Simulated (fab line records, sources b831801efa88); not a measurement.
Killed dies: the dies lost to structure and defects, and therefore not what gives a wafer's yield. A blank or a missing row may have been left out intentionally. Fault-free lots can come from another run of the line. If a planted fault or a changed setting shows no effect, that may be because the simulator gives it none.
A single fault, viewed from 2 desks ; flow sky130 ; only its own numbers are on each desk; what lay behind them is given at the end

METROLOGY DESK
What the gauges read for every lot (on any tool): the sampled wafers with a number, averaged. If a lot's mean is further than 4 standard deviations from the usual mean, the lot is out of limits and carries the mark OUT (the distance appears in the brackets).
Columns: A = CONTACT_OVL at SKY_CONTACT_OVL_MEAS_15, usual -5 nm; B = CONTACT_W_RS at SKY_CONTACT_RS_MEAS_25, usual 0.338 ohm/sq
lot;first seen here;A;B
L636;day 31 20:30;-4;0.343
L637;day 32 07:41;-4;0.338
L638;day 32 11:42;-9;0.337
L640;day 33 08:44;-9;0.341
L641;day 33 10:34;-7;0.340
L642;day 33 20:08;-7;0.334
L643;day 34 08:48;-4;0.335
L644;day 34 16:06;-11;0.337
L645;day 34 20:24;-5;0.340
L646;day 35 06:32;-7;0.338
L647;day 35 15:25;-3;0.339
L648;day 36 01:55;2;0.330
L656;day 38 08:31;-4;0.341
This desk found nothing out of limits on any of the 13 lots.

AT THE TOOL OWNER'S DESK: rie_diel-04
The tool's own readings at SKY_VIA1_ETCH_14 (etches BARC in N2/H2, stops on SiO2, time 45.9 s, target depth 60 nm): means of the sampled wafers that have a number, for each lot that ran on this tool. If a lot's mean is further than 4 standard deviations from the usual mean, the lot is out of limits and carries the mark OUT (the distance appears in the brackets).
Columns: A = drypump_motor_current_A at SKY_VIA1_ETCH_14, usual 5.6 A; B = oes_product_au at SKY_VIA1_ETCH_14, usual 0.855 a.u.; C = run_length_s at SKY_VIA1_ETCH_14, usual 74.0 s; D = throttle_valve_pct at SKY_VIA1_ETCH_14, usual 13.223 %
lot;first seen here;A;B;C;D
L640;day 35 17:32;5.7;0.854;74.4;13.223
L641;day 35 18:35;5.5;0.853;73.9;13.228
L644;day 37 00:38;5.2;0.855;73.7;13.221
L656;day 40 15:23;5.6;0.904 (+9.5) OUT;69.0 (-11) OUT;13.221
This desk finds L656 out of limits, L656 being first, at day 40 15:23 (oes_product_au at SKY_VIA1_ETCH_14). Within limits: L640, L641, L644.

BROUGHT TOGETHER
On L656, at day 40 15:23, an alarm was possible from the tool owner's desk.
The metrology desk saw nothing out of limits.
The metrology desk has L656 on record, within its limits.
The lots listed all ran SKY_VIA1_ETCH_14 on rie_diel-04.

WHAT THE SIMULATOR HAD INSERTED
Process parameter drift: rie_diel-04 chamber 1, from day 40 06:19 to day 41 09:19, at SKY_VIA1_ETCH_14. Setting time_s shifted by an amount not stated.
Struck lots among those shown: L656.
Time in hours from fault onset to the first out-of-limits reading at each desk: the tool owner's desk, 9.
